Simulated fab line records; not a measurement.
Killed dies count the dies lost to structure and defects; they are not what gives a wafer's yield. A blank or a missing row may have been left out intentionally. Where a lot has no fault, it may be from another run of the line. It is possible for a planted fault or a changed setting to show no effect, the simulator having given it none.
Which tool did it? / flow sky130 / 6 lots, 18 wafers sampled, at 3 steps of a route of 708

== WHAT EACH GAUGE READ, for each wafer ==
SKY_SONOS_TUNNEL_TW_MEAS_12.
lot=L693; measured=day 12 12:29; on=filmMetro-04; SONOS_TUNNEL_TW=198.2 197.6 198.6
lot=L695; measured=day 12 20:50; on=filmMetro-04; SONOS_TUNNEL_TW=198.1 197.6 198.3
lot=L699; measured=day 14 05:05; on=filmMetro-02; SONOS_TUNNEL_TW=197.6 197.6 196.3
lot=L704; measured=day 16 01:38; on=filmMetro-04; SONOS_TUNNEL_TW=225.7 224.1 223.7
lot=L709; measured=day 18 00:52; on=filmMetro-01; SONOS_TUNNEL_TW=195.1 196.7 195.5
lot=L713; measured=day 19 04:11; on=filmMetro-02; SONOS_TUNNEL_TW=200.0 200.8 199.3

== EACH LOT AND THE TOOL THAT RAN IT (in order: tool; ch and the chambers of the sampled wafers; start) ==
lot=L693; SKY_FIELD_ISO_STRIP_16=plasmaAsher-01 ch 0,1, day 2 23:08; SKY_SONOS_TUNNEL_IMPLANT_09=implanter-04 ch 0, day 12 12:05
lot=L695; SKY_FIELD_ISO_STRIP_16=plasmaAsher-01 ch 0,1, day 3 06:33; SKY_SONOS_TUNNEL_IMPLANT_09=implanter-04 ch 0, day 12 20:26
lot=L699; SKY_FIELD_ISO_STRIP_16=plasmaAsher-04 ch 0, day 4 03:20; SKY_SONOS_TUNNEL_IMPLANT_09=implanter-03 ch 0, day 14 04:40
lot=L704; SKY_FIELD_ISO_STRIP_16=plasmaAsher-01 ch 0,1, day 5 04:28; SKY_SONOS_TUNNEL_IMPLANT_09=implanter-03 ch 0, day 16 01:13
lot=L709; SKY_FIELD_ISO_STRIP_16=plasmaAsher-04 ch 0,1, day 6 14:13; SKY_SONOS_TUNNEL_IMPLANT_09=implanter-01 ch 0, day 18 00:26
lot=L713; SKY_FIELD_ISO_STRIP_16=plasmaAsher-04 ch 0,1, day 7 04:23; SKY_SONOS_TUNNEL_IMPLANT_09=implanter-01 ch 0, day 19 03:41
- SKY_FIELD_ISO_STRIP_16: strips in O2/N2.
- SKY_SONOS_TUNNEL_IMPLANT_09

== THE ANSWER, worked out from the rows above alone ==
Rule: what is usual is taken from the lots themselves. The widest of any qualifying gaps counts: lots, ordered by their means at a reading, are off when they make up no more than a third of the lots, leave a main group of 4 or more, and stand apart from it by 3 or more times the standard deviation of that group's means. The tables above print the reading to a certain number of digits; a main group whose means all agree to those digits is not used. Also off: a lot with no number at a reading for which 4 or more lots have one. Any other lot the step has rows for is counted as sound.
Off: L704, at SKY_SONOS_TUNNEL_TW_MEAS_12 (SONOS_TUNNEL_TW). For the main group the mean is 197.8 and the standard deviation 1.4.
A tool fits if, at a process step before that reading, it ran every lot that is off, and no sound lot after the first of them. Those tools and the gauges at SKY_SONOS_TUNNEL_TW_MEAS_12 are tried in the same way. Can't be told from this: 3 tools fit, plasmaAsher-01 at SKY_FIELD_ISO_STRIP_16, implanter-03 at SKY_SONOS_TUNNEL_IMPLANT_09, filmMetro-04 at SKY_SONOS_TUNNEL_TW_MEAS_12.

== WHAT HAD BEEN PUT IN BY THE SIMULATOR ==
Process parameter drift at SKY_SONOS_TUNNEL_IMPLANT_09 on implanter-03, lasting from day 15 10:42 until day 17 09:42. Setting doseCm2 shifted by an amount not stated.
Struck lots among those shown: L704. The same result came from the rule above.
